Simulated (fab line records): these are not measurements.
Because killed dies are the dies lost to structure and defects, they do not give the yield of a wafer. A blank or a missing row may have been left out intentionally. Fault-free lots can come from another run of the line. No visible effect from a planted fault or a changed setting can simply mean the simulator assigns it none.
What tool caused it? :: flow gf180mcu :: 14 lots with 42 wafers sampled at 4 steps, on a route of 602 steps

== WHAT THE GAUGES READ, wafer by wafer ==
GF_HV_LDD_THK_MEAS_55.
lot: L149
measured: day 13 01:33
on: film_metro-01
HV_LDD_CVD_54_THK (nm): 9.93 9.67 9.78

lot: L150
measured: day 13 10:55
on: film_metro-03
HV_LDD_CVD_54_THK (nm): 9.99 9.98 10.02

lot: L152
measured: day 13 23:48
on: film_metro-04
HV_LDD_CVD_54_THK (nm): 9.87 9.89 10.12

lot: L153
measured: day 14 15:26
on: film_metro-04
HV_LDD_CVD_54_THK (nm): 9.92 9.90 9.92

lot: L154
measured: day 14 22:07
on: film_metro-03
HV_LDD_CVD_54_THK (nm): 9.85 10.03 9.84

lot: L155
measured: day 15 04:38
on: film_metro-03
HV_LDD_CVD_54_THK (nm): 9.95 9.98 9.69

lot: L156
measured: day 15 08:38
on: film_metro-01
HV_LDD_CVD_54_THK (nm): 9.97 10.05 9.97

lot: L157
measured: day 15 22:21
on: film_metro-04
HV_LDD_CVD_54_THK (nm): 10.06 10.04 9.97

lot: L161
measured: day 17 02:10
on: film_metro-03
HV_LDD_CVD_54_THK (nm): 9.98 9.96 9.82

lot: L165
measured: day 18 12:52
on: film_metro-01
HV_LDD_CVD_54_THK (nm): 9.93 9.84 9.83

lot: L166
measured: day 19 02:34
on: film_metro-03
HV_LDD_CVD_54_THK (nm): 10.02 10.14 10.08

lot: L167
measured: day 19 10:02
on: film_metro-01
HV_LDD_CVD_54_THK (nm): 9.92 9.88 9.95

lot: L169
measured: day 19 19:11
on: film_metro-04
HV_LDD_CVD_54_THK (nm): 10.24 10.05 10.29

lot: L170
measured: day 20 05:20
on: film_metro-03
HV_LDD_CVD_54_THK (nm): 9.81 9.84 9.82

GF_NSD_TW_MEAS_12.
lot: L149
measured: day 14 00:29
on: film_metro-03
NSD_TW: 4270 4285 4267

lot: L150
measured: day 14 09:29
on: film_metro-02
NSD_TW: 4298 4275 4280

lot: L152
measured: day 14 22:46
on: film_metro-04
NSD_TW: 4255 4265 4270

lot: L153
measured: day 15 14:58
on: film_metro-04
NSD_TW: 4231 4216 4214

lot: L154
measured: day 15 22:32
on: film_metro-02
NSD_TW: 4292 4293 4277

lot: L157
measured: day 16 23:43
on: film_metro-04
NSD_TW: 4200 4230 4223

lot: L161
measured: day 18 04:58
on: film_metro-04
NSD_TW: 4262 4249 4261

lot: L165
measured: day 19 14:34
on: film_metro-03
NSD_TW: 4278 4293 4285

lot: L166
measured: day 20 05:22
on: film_metro-02
NSD_TW: 4279 4266 4275

lot: L167
measured: day 20 11:53
on: film_metro-04
NSD_TW: 4236 4234 4234

lot: L169
measured: day 20 21:19
on: film_metro-03
NSD_TW: 4279 4290 4286

lot: L170
measured: day 21 07:29
on: film_metro-02
NSD_TW: 4307 4290 4286

== TOOL THAT RAN EACH LOT (tool first, then ch and the chambers of the sampled wafers, then the start) ==
lot: L149
GF_HV_LDD_STRIP_22: plasma_asher-01 ch 0,1, day 11 08:25
GF_HV_LDD_CVD_56: lpcvd-01 ch 0, day 13 01:35

lot: L150
GF_HV_LDD_STRIP_22: plasma_asher-03 ch 0,1, day 11 17:07
GF_HV_LDD_CVD_56: lpcvd-01 ch 0, day 13 10:56

lot: L152
GF_HV_LDD_STRIP_22: plasma_asher-01 ch 0,1, day 12 04:40
GF_HV_LDD_CVD_56: lpcvd-01 ch 0, day 13 23:52

lot: L153
GF_HV_LDD_STRIP_22: plasma_asher-04 ch 0,1, day 12 19:46
GF_HV_LDD_CVD_56: lpcvd-01 ch 1, day 14 15:30

lot: L154
GF_HV_LDD_STRIP_22: plasma_asher-04 ch 0,1, day 13 02:21
GF_HV_LDD_CVD_56: lpcvd-01 ch 1, day 14 22:10

lot: L155
GF_HV_LDD_STRIP_22: plasma_asher-01 ch 0,1, day 13 09:10
GF_HV_LDD_CVD_56: lpcvd-01 ch 1, day 15 04:41

lot: L156
GF_HV_LDD_STRIP_22: plasma_asher-04 ch 0,1, day 13 11:44
GF_HV_LDD_CVD_56: lpcvd-02 ch 0, day 15 08:41

lot: L157
GF_HV_LDD_STRIP_22: plasma_asher-01 ch 0,1, day 14 00:42
GF_HV_LDD_CVD_56: lpcvd-02 ch 0, day 15 22:40

lot: L161
GF_HV_LDD_STRIP_22: plasma_asher-01 ch 0,1, day 15 02:55
GF_HV_LDD_CVD_56: lpcvd-01 ch 1, day 17 03:29

lot: L165
GF_HV_LDD_STRIP_22: plasma_asher-01 ch 0,1, day 16 11:14
GF_HV_LDD_CVD_56: lpcvd-02 ch 0, day 18 12:56

lot: L166
GF_HV_LDD_STRIP_22: plasma_asher-01 ch 0,1, day 16 23:42
GF_HV_LDD_CVD_56: lpcvd-01 ch 1, day 19 02:37

lot: L167
GF_HV_LDD_STRIP_22: plasma_asher-04 ch 0,1, day 17 08:04
GF_HV_LDD_CVD_56: lpcvd-01 ch 0, day 19 10:05

lot: L169
GF_HV_LDD_STRIP_22: plasma_asher-01 ch 0,1, day 17 17:09
GF_HV_LDD_CVD_56: lpcvd-02 ch 1, day 19 19:14

lot: L170
GF_HV_LDD_STRIP_22: plasma_asher-04 ch 0,1, day 18 02:54
GF_HV_LDD_CVD_56: lpcvd-02 ch 0, day 20 05:23
- GF_HV_LDD_STRIP_22: strips in O2/N2.
- GF_HV_LDD_CVD_56: deposits Si3N4 from DCS/NH3, target thk 90 nm, time 1543 s.

== WHAT THE TOOLS THEMSELVES READ (means of the sampled wafers that have a number; where no wafer has one, the mark that the record gives instead) ==
GF_HV_LDD_STRIP_22.
lot: L149
tool: plasma_asher-01
drypump_motor_current_A (A): 5.7
heater_power_w (W): 311
oes_product_au (a.u.): 0.712
strip_time_to_endpoint_s (s): 12.608

lot: L150
tool: plasma_asher-03
drypump_motor_current_A (A): 6.5
heater_power_w (W): 340
oes_product_au (a.u.): 0.713
strip_time_to_endpoint_s (s): 12.664

lot: L152
tool: plasma_asher-01
drypump_motor_current_A (A): 5.7
heater_power_w (W): 300
oes_product_au (a.u.): 0.719
strip_time_to_endpoint_s (s): 12.624

lot: L153
tool: plasma_asher-04
drypump_motor_current_A (A): 5.4
heater_power_w (W): 355
oes_product_au (a.u.): 0.717
strip_time_to_endpoint_s (s): 12.602

lot: L154
tool: plasma_asher-04
drypump_motor_current_A (A): 6.0
heater_power_w (W): 337
oes_product_au (a.u.): 0.716
strip_time_to_endpoint_s (s): 12.594

lot: L155
tool: plasma_asher-01
drypump_motor_current_A (A): 5.7
heater_power_w (W): 302
oes_product_au (a.u.): 0.715
strip_time_to_endpoint_s (s): 12.622

lot: L156
tool: plasma_asher-04
drypump_motor_current_A (A): 5.4
heater_power_w (W): 350
oes_product_au (a.u.): 0.716
strip_time_to_endpoint_s (s): 12.594

lot: L157
tool: plasma_asher-01
drypump_motor_current_A (A): 5.7
heater_power_w (W): 306
oes_product_au (a.u.): 0.714
strip_time_to_endpoint_s (s): 12.612

lot: L161
tool: plasma_asher-01
drypump_motor_current_A (A): 5.7
heater_power_w (W): 311
oes_product_au (a.u.): 0.720
strip_time_to_endpoint_s (s): 12.599

lot: L165
tool: plasma_asher-01
drypump_motor_current_A (A): 5.7
heater_power_w (W): 303
oes_product_au (a.u.): 0.718
strip_time_to_endpoint_s (s): 12.623

lot: L166
tool: plasma_asher-01
drypump_motor_current_A (A): 5.7
heater_power_w (W): 307
oes_product_au (a.u.): 0.711
strip_time_to_endpoint_s (s): 12.660

lot: L167
tool: plasma_asher-04
drypump_motor_current_A (A): 5.4
heater_power_w (W): 354
oes_product_au (a.u.): 0.719
strip_time_to_endpoint_s (s): 12.624

lot: L169
tool: plasma_asher-01
drypump_motor_current_A (A): 5.7
heater_power_w (W): 306
oes_product_au (a.u.): 0.718
strip_time_to_endpoint_s (s): 12.657

lot: L170
tool: plasma_asher-04
drypump_motor_current_A (A): 5.4
heater_power_w (W): 350
oes_product_au (a.u.): 0.716
strip_time_to_endpoint_s (s): 12.630

GF_HV_LDD_CVD_56.
lot: L149
tool: lpcvd-01
pressure_mtorr (mTorr): 249.8
spike_tc_bottom_C (C): 790.8

lot: L150
tool: lpcvd-01
pressure_mtorr (mTorr): 250.0
spike_tc_bottom_C (C): 791.3

lot: L152
tool: lpcvd-01
pressure_mtorr (mTorr): 249.9
spike_tc_bottom_C (C): 790.8

lot: L153
tool: lpcvd-01
pressure_mtorr (mTorr): 249.9
spike_tc_bottom_C (C): 793.6

lot: L154
tool: lpcvd-01
pressure_mtorr (mTorr): 250.5
spike_tc_bottom_C (C): 792.7

lot: L155
tool: lpcvd-01
pressure_mtorr (mTorr): -
spike_tc_bottom_C (C): -

lot: L156
tool: lpcvd-02
pressure_mtorr (mTorr): -
spike_tc_bottom_C (C): -

lot: L157
tool: lpcvd-02
pressure_mtorr (mTorr): 250.4
spike_tc_bottom_C (C): 790.4

lot: L161
tool: lpcvd-01
pressure_mtorr (mTorr): 249.4
spike_tc_bottom_C (C): 793.7

lot: L165
tool: lpcvd-02
pressure_mtorr (mTorr): 250.2
spike_tc_bottom_C (C): 792.2

lot: L166
tool: lpcvd-01
pressure_mtorr (mTorr): 249.8
spike_tc_bottom_C (C): 792.7

lot: L167
tool: lpcvd-01
pressure_mtorr (mTorr): 249.6
spike_tc_bottom_C (C): 791.2

lot: L169
tool: lpcvd-02
pressure_mtorr (mTorr): 250.0
spike_tc_bottom_C (C): 787.0

lot: L170
tool: lpcvd-02
pressure_mtorr (mTorr): 250.1
spike_tc_bottom_C (C): 790.8

== THE ANSWER, worked out from the rows above alone ==
Rule: what is usual is taken from the lots themselves. The widest of any qualifying gaps counts: lots, ordered by their means at a reading, are off when they make up no more than a third of the lots, leave a main group of 4 or more, and stand apart from it by 3 or more times the standard deviation of that group's means. A main group is skipped when, at the precision printed for the reading in the tables above, its means are all equal. A lot without any number at a reading at which 4 lots or more have one is off too. The other lots that the step has rows for count as sound. Order of review: gauges by route order, followed by the tools' own readings, for which a lot's mean as printed above is used. The first step at which some lot is off is used, and at that step the reading that is off furthest; a lot without a number counts as furthest.
Off: L155, L156 (GF_HV_LDD_CVD_56, pressure_mtorr). Without a number there: L155, L156. The main group has a mean of 250.0 mTorr with a standard deviation of 0.3.
A tool fits if, at that step or a process step before it, it ran every lot that is off, and no sound lot after the first of them. None of those tried fits.

== WHAT WAS PUT IN BY THE SIMULATOR ==
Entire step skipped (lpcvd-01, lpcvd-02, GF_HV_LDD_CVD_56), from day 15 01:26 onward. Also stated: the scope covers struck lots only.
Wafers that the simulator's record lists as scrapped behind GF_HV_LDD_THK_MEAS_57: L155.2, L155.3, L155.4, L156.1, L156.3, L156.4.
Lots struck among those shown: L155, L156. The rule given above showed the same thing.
